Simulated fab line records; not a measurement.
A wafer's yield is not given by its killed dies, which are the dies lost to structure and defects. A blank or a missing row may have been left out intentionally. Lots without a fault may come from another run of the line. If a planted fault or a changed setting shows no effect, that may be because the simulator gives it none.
What tool caused it? -- flow gf180mcu -- 13 lots with 39 wafers sampled at 4 steps, on a route of 602 steps

## WHAT THE GAUGES SHOWED, per wafer
GF_MIM_THK_MEAS_06. Usual: MIM_CVD_05_THK typically reads 41.9 nm, with standard deviation 0.58.
lot,measured,on,MIM_CVD_05_THK (nm),flag
L224,day 24 13:00,film-metro-02,42.5 42.0 42.4,
L225,day 27 20:52,film-metro-02,42.1 42.8 42.4,
L226,day 24 23:45,film-metro-02,41.7 41.6 41.5,
L227,day 25 07:58,film-metro-02,41.2 41.8 42.1,
L228,day 25 10:11,film-metro-03,41.4 41.0 41.5,
L229,day 25 23:51,film-metro-04,41.3 40.8 42.5,
L230,day 26 10:43,film-metro-02,42.7 42.4 43.3,
L232,day 27 11:04,film-metro-03,41.2 42.2 41.8,
L233,day 27 16:08,film-metro-03,42.2 41.4 42.2,
L235,day 28 11:09,film-metro-03,42.4 42.1 42.3,
L237,day 29 05:20,film-metro-03,40.6 41.9 41.8,
L240,day 29 15:13,film-metro-02,42.2 42.7 42.2,
L244,day 30 16:32,film-metro-03,41.4 42.7 41.9,

## TOOL THAT RAN EACH LOT (tool first, then ch and the chambers of the sampled wafers, then the start)
lot,GF_V2_SPUTTER_21,GF_MIM_SPUTTER_00,GF_MIM_SPUTTER_02
L224,"pvd-sputter-01, day 20 10:02","pvd-sputter-04, day 24 12:43","pvd-sputter-04, day 24 12:51"
L225,"pvd-sputter-01, day 20 15:32","pvd-sputter-02, day 27 20:36","pvd-sputter-02, day 27 20:44"
L226,"pvd-sputter-04, day 20 20:40","pvd-sputter-02, day 24 23:30","pvd-sputter-02, day 24 23:38"
L227,"pvd-sputter-03, day 21 05:32","pvd-sputter-04, day 25 07:43","pvd-sputter-04, day 25 07:50"
L228,"pvd-sputter-03, day 21 09:00","pvd-sputter-04, day 25 09:55","pvd-sputter-04, day 25 10:03"
L229,"pvd-sputter-03, day 22 01:13","pvd-sputter-02, day 25 23:35","pvd-sputter-02, day 25 23:43"
L230,"pvd-sputter-04, day 22 13:06","pvd-sputter-01, day 26 10:26","pvd-sputter-01, day 26 10:34"
L232,"pvd-sputter-04, day 23 14:48","pvd-sputter-04, day 27 10:49","pvd-sputter-04, day 27 10:56"
L233,"pvd-sputter-04, day 23 20:04","pvd-sputter-01, day 27 15:53","pvd-sputter-01, day 27 16:01"
L235,"pvd-sputter-04, day 24 17:46","pvd-sputter-02, day 28 10:53","pvd-sputter-02, day 28 11:01"
L237,"pvd-sputter-04, day 25 14:29","pvd-sputter-02, day 29 05:04","pvd-sputter-02, day 29 05:12"
L240,"pvd-sputter-04, day 26 00:19","pvd-sputter-01, day 29 14:58","pvd-sputter-01, day 29 15:06"
L244,"pvd-sputter-01, day 27 06:04","pvd-sputter-01, day 30 16:16","pvd-sputter-01, day 30 16:23"
- GF_V2_SPUTTER_21: material Ti, target thk 15 nm, time 80.02 s.
- GF_MIM_SPUTTER_00: material Ti, target thk 37.5 nm, time 150 s.
- GF_MIM_SPUTTER_02: material AlCu, target thk 450 nm, time 23.9 s.

## WHAT THE TOOLS THEMSELVES READ (means of the sampled wafers that have a number; where no wafer has one, the mark that the record gives instead)
GF_V2_SPUTTER_21. Usual: cathode-dc-power-W 2500.0 W, standard deviation 0.48; throttle-valve-pct 30.5 %, standard deviation 1.1.
lot,tool,cathode-dc-power-W (W),throttle-valve-pct (%),flag
L224,pvd-sputter-01,2499.7,29.5,
L225,pvd-sputter-01,2499.9,29.5,
L226,pvd-sputter-04,2500.4,30.7,
L227,pvd-sputter-03,2499.9,30.9,
L228,pvd-sputter-03,2500.0,30.5,
L229,pvd-sputter-03,2500.6,31.2,
L230,pvd-sputter-04,2500.0,31.6,
L232,pvd-sputter-04,2500.4,30.6,
L233,pvd-sputter-04,2500.0,31.2,
L235,pvd-sputter-04,2500.0,31.1,
L237,pvd-sputter-04,2500.4,30.0,
L240,pvd-sputter-04,2500.0,31.2,
L244,pvd-sputter-01,2500.3,29.6,

GF_MIM_SPUTTER_00. Usual: cathode-dc-power-W 4000.0 W, standard deviation 0.7; throttle-valve-pct 30.4 %, standard deviation 0.97.
lot,tool,cathode-dc-power-W (W),throttle-valve-pct (%),flag
L224,pvd-sputter-04,4000.4,29.8,
L225,pvd-sputter-02,3999.7,30.7,
L226,pvd-sputter-02,3999.4,30.6,
L227,pvd-sputter-04,3999.5,29.4,
L228,pvd-sputter-04,4000.0,30.4,
L229,pvd-sputter-02,4000.1,30.7,
L230,pvd-sputter-01,4001.0,30.3,
L232,pvd-sputter-04,4000.1,29.8,
L233,pvd-sputter-01,3999.4,29.7,
L235,pvd-sputter-02,4000.1,30.8,
L237,pvd-sputter-02,4000.5,30.6,
L240,pvd-sputter-01,3999.8,30.3,
L244,pvd-sputter-01,4000.3,29.3,

GF_MIM_SPUTTER_02. Usual: cathode-dc-power-W 10600 W, standard deviation 1.8; throttle-valve-pct 30.4 %, standard deviation 0.97.
lot,tool,cathode-dc-power-W (W),throttle-valve-pct (%),flag
L224,pvd-sputter-04,10600,29.8,
L225,pvd-sputter-02,10599,30.6,
L226,pvd-sputter-02,10598,30.5,
L227,pvd-sputter-04,10600,29.5,
L228,pvd-sputter-04,10602,30.6,
L229,pvd-sputter-02,10600,30.9,
L230,pvd-sputter-01,10601,30.4,
L232,pvd-sputter-04,10601,30.0,
L233,pvd-sputter-01,10601,29.9,
L235,pvd-sputter-02,10599,30.8,
L237,pvd-sputter-02,10599,30.6,
L240,pvd-sputter-01,10598,30.4,
L244,pvd-sputter-01,10601,29.3,

## THE ANSWER, worked out from the rows above alone
Rule: a lot counts as off when the mean over its wafers that have a number is more than 3 standard deviations away from the usual mean. A lot without any number at a reading at which 4 lots or more have one is off too. The other lots that the step has rows for count as sound. First the gauges in route order, then the tools' own readings, where a lot's mean is used as printed above. The first step at which some lot is off is used, and at that step the reading that is off furthest; a lot without a number counts as furthest.
No lot is off on any of the readings shown, so nothing can be concluded from this.

## WHAT THE SIMULATOR PUT IN
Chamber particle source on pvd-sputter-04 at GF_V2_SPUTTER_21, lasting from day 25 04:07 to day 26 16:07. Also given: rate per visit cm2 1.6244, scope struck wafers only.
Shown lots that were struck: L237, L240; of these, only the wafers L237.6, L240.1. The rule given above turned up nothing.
